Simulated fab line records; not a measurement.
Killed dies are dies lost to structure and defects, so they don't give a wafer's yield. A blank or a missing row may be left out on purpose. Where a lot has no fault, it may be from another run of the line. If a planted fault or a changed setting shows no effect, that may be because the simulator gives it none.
Which tool is to blame? + flow gf180mcu + route of 602 steps, sampled at 1 step: 12 lots, 36 wafers

## WHAT THE GAUGES SHOWED, per wafer
GF_V3_THK_MEAS_03.
| lot  | measured     | on            | V3_CVD_02_THK (nm) |
|------|--------------|---------------|--------------------|
| L075 | day 22 02:31 | film-metro-04 | 843 841 859        |
| L077 | day 22 14:25 | film-metro-04 | 852 839 847        |
| L079 | day 23 17:38 | film-metro-03 | 840 862 865        |
| L081 | day 24 04:37 | film-metro-04 | 845 835 849        |
| L083 | day 24 18:40 | film-metro-04 | 851 863 853        |
| L085 | day 25 18:24 | film-metro-01 | 835 849 849        |
| L087 | day 26 02:38 | film-metro-03 | 842 828 853        |
| L090 | day 27 06:20 | film-metro-03 | 835 849 849        |
| L091 | day 27 16:19 | film-metro-03 | 848 850 847        |
| L093 | day 28 00:17 | film-metro-01 | 845 856 854        |
| L095 | day 28 13:09 | film-metro-01 | 844 836 863        |
| L097 | day 28 22:55 | film-metro-04 | 847 836 851        |

## TOOL THAT RAN EACH LOT (tool first, then ch and the chambers of the sampled wafers, then the start)
The record holds no process step before these readings.

## THE ANSWER, worked out from the rows above alone
Rule: what is usual is taken from the lots themselves. The widest of any qualifying gaps counts: lots, ordered by their means at a reading, are off when they make up no more than a third of the lots, leave a main group of 4 or more, and stand apart from it by 3 or more times the standard deviation of that group's means. The tables above print the reading to a certain number of digits; a main group whose means all agree to those digits is not used. A lot without any number at a reading at which 4 lots or more have one is off too. Where the step has rows for the other lots, those lots are counted as sound.
None of the lots is off at any reading shown; this tells nothing.

## WHAT HAD BEEN PUT IN BY THE SIMULATOR
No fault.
